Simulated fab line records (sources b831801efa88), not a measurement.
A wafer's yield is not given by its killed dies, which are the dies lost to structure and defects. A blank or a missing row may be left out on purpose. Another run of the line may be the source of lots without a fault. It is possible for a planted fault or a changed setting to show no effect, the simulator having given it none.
Which tool did it? + flow gf180mcu + 6 lots with 18 wafers sampled at 2 steps, on a route of 602 steps

== WHAT EACH GAUGE READ, for each wafer ==
GF_NWELL_TW_MEAS_11.
| lot  | measured    | on           | NWELL_TW       |
|------|-------------|--------------|----------------|
| L705 | day 3 15:31 | filmMetro-03 | 1612 1608 1616 |
| L708 | day 4 06:56 | filmMetro-03 | 1610 1614 1623 |
| L712 | day 5 05:04 | filmMetro-03 | 1609 1601 1600 |
| L715 | day 5 21:13 | filmMetro-03 | 1927 1934 1934 |
| L724 | day 7 20:55 | filmMetro-01 | 1601 1597 1604 |
| L726 | day 8 08:43 | filmMetro-01 | 1602 1599 1605 |

== EACH LOT AND THE TOOL THAT RAN IT (in order: tool; ch and the chambers of the sampled wafers; start) ==
| lot  | GF_NWELL_IMPLANT_09            |
|------|--------------------------------|
| L705 | implanter-03 ch 0, day 3 15:16 |
| L708 | implanter-04 ch 0, day 4 06:41 |
| L712 | implanter-03 ch 0, day 5 04:49 |
| L715 | implanter-04 ch 0, day 5 20:58 |
| L724 | implanter-01 ch 0, day 7 20:40 |
| L726 | implanter-01 ch 0, day 8 08:28 |
- GF_NWELL_IMPLANT_09

== THE ANSWER, worked out from the rows above alone ==
Rule: the lots themselves supply what counts as usual. Put in order of their means at a reading, lots are off if they are a third of the lots or fewer, leave a main group of 4 or more, and stand apart from it by a gap of 3 or more times the standard deviation of the main group's means; of several such gaps the widest counts. The tables above print the reading to a certain number of digits; a main group whose means all agree to those digits is not used. A lot without any number at a reading at which 4 lots or more have one is off too. The other lots that the step has rows for count as sound.
Off: L715, at GF_NWELL_TW_MEAS_11 (NWELL_TW). Main group: mean 1607, sd 6.
If a tool, at a process step before that reading, ran all the lots that are off and no sound lot after the first of them, it fits. Gauges at GF_NWELL_TW_MEAS_11: tried the same way as those tools. Undecided on this evidence; 2 tools fit (implanter-04 at GF_NWELL_IMPLANT_09, filmMetro-03 at GF_NWELL_TW_MEAS_11).

== WHAT THE SIMULATOR HAD PUT IN ==
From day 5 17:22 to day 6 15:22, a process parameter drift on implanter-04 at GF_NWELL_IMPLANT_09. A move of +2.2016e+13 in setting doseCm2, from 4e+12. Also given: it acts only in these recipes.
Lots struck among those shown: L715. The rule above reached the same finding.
